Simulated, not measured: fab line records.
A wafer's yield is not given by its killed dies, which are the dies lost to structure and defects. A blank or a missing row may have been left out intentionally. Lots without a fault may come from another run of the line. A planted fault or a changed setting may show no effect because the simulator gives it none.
Chamber matching | flow gf180mcu | GF_V4_CMP_04 on cmp-01 has 4 sister chambers
The step polishes SiO2. 8 wafers are shown with their chamber, then 7 later ones without.

## WAFERS PAIRED WITH THEIR CHAMBERS
wafer  | chamber | motorCurrentA (A) | timeToEndpointS (s)
L079.1 | 0       | 13.7              | 79
L079.2 | 1       | 12.5              | 81
L081.6 | 2       | 11.5              | 81
L082.1 | 3       | 11.8              | 76
L082.3 | 1       | 11.7              | 76
L082.4 | 2       | 10.8              | 83
L089.2 | 3       | 12.0              | 81
L089.4 | 0       | 13.3              | 78

## WAFERS WITHOUT THEIR CHAMBER
wafer  | motorCurrentA (A) | timeToEndpointS (s)
L089.5 | 13.6              | 78
L096.2 | 11.7              | 69
L096.4 | 11.9              | 75
L096.5 | 12.4              | 76
L097.3 | 11.4              | 85
L097.4 | 11.6              | 80
L097.5 | 14.1              | 84

## EACH ONE'S CHAMBER
wafer  | from the rows above          | in truth
L089.5 | 0                            | 0
L096.2 | can't be placed: 3 or 1 or 2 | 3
L096.4 | can't be placed: 3 or 1 or 2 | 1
L096.5 | can't be placed: 1 or 3 or 0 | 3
L097.3 | can't be placed: 2 or 3 or 1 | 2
L097.4 | can't be placed: 3 or 2 or 1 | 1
L097.5 | 0                            | 0
Correct placement for 2 of the 7. Not placeable from these rows: 5 (in 5, the candidates include the true chamber). Placed wrongly: 0.
How it was worked out, from the rows above alone: a wafer's distance from a chamber is the root of the sum, over the readings, of the square of ((its reading less the chamber's mean) divided by the reading's scatter). If the next closest chamber is less than 2 further off than the closest, the wafer can't be placed; otherwise it belongs to the closest. A chamber's mean is the mean of its shown wafers. The scatter is the square root of a quotient: the sum, over the shown wafers, of each reading's squared deviation from its chamber's mean, divided by wafers minus chambers.
